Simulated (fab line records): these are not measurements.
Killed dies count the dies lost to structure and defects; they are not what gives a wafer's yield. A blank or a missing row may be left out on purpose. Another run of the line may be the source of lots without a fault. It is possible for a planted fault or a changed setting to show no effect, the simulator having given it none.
Which tool is to blame?    flow sfq-line    Sampling: 14 lots, 42 wafers, 2 of 325 route steps

== WHAT EACH GAUGE READ, for each wafer ==
Not one reading of a measure or inspect step in the record can be checked against a usual standard deviation.

== EACH LOT AND THE TOOL THAT RAN IT (in order: tool; ch and the chambers of the sampled wafers; start) ==
lot   SFQ_TRILAYER_JJ_CE_LITHO_PEB_117   SFQ_TRILAYER_JJ_CE_METRO_MEASURE_117
L292  litho-track-02 ch 0, day 41 05:32  cd-sem-02, day 41 06:03
L293  litho-track-02 ch 0, day 41 09:08  cd-sem-02, day 41 09:39
L294  litho-track-03 ch 0, day 41 11:31  cd-sem-01, day 41 11:51
L295  litho-track-01 ch 0, day 41 19:43  cd-sem-02, day 41 20:03
L296  litho-track-03 ch 0, day 42 11:39  cd-sem-01, day 42 11:59
L297  litho-track-03 ch 0, day 42 12:31  cd-sem-02, day 42 12:51
L305  litho-track-01 ch 0, day 45 11:22  cd-sem-02, day 45 11:53
L306  litho-track-01 ch 0, day 45 14:56  cd-sem-01, day 45 15:17
L307  litho-track-03 ch 0, day 45 19:44  cd-sem-02, day 45 20:05
L308  litho-track-03 ch 0, day 45 23:22  cd-sem-01, day 45 23:53
L310  litho-track-03 ch 0, day 46 18:35  cd-sem-01, day 46 18:55
L311  litho-track-02 ch 0, day 47 01:47  cd-sem-02, day 47 02:07
L314  litho-track-02 ch 0, day 47 18:40  cd-sem-01, day 47 19:31
L315  litho-track-01 ch 0, day 47 22:13  cd-sem-02, day 47 22:43
- SFQ_TRILAYER_JJ_CE_LITHO_PEB_117: peb time 60 s.
- SFQ_TRILAYER_JJ_CE_METRO_MEASURE_117

== WHAT THE TOOLS THEMSELVES READ (means of the sampled wafers that have a number; where no wafer has one, the mark that the record gives instead) ==
SFQ_TRILAYER_JJ_CE_METRO_MEASURE_117. Usual: 700.0 nm for cd-nm, sd 1.5.
lot   tool       cd-nm (nm)  flag
L292  cd-sem-02  700.7       
L293  cd-sem-02  699.3       
L294  cd-sem-01  699.7       
L295  cd-sem-02  700.2       
L296  cd-sem-01  702.3       
L297  cd-sem-02  700.9       
L305  cd-sem-02  689.8       OFF
L306  cd-sem-01  687.2       OFF
L307  cd-sem-02  697.6       
L308  cd-sem-01  699.6       
L310  cd-sem-01  699.5       
L311  cd-sem-02  698.7       
L314  cd-sem-01  699.1       
L315  cd-sem-02  699.7       

== THE ANSWER, worked out from the rows above alone ==
Rule: take the mean of a lot's wafers that have a number; if it is more than 3 standard deviations from the usual mean, the lot is off. A lot without any number at a reading at which 4 lots or more have one is off too. The other lots that the step has rows for count as sound. After the gauges, taken in route order, come the tools' own readings; for these a lot's mean is taken, as printed above. At the first step where some lot is off, the reading lying furthest off is the one used; lots without a number count as furthest.
Off at SFQ_TRILAYER_JJ_CE_METRO_MEASURE_117 (cd-nm): L305, L306.
A tool fits if, at that step or a process step before it, it ran every lot that is off, and no sound lot after the first of them. Not one of the candidates tried fits.

== WHAT THE SIMULATOR HAD INSERTED ==
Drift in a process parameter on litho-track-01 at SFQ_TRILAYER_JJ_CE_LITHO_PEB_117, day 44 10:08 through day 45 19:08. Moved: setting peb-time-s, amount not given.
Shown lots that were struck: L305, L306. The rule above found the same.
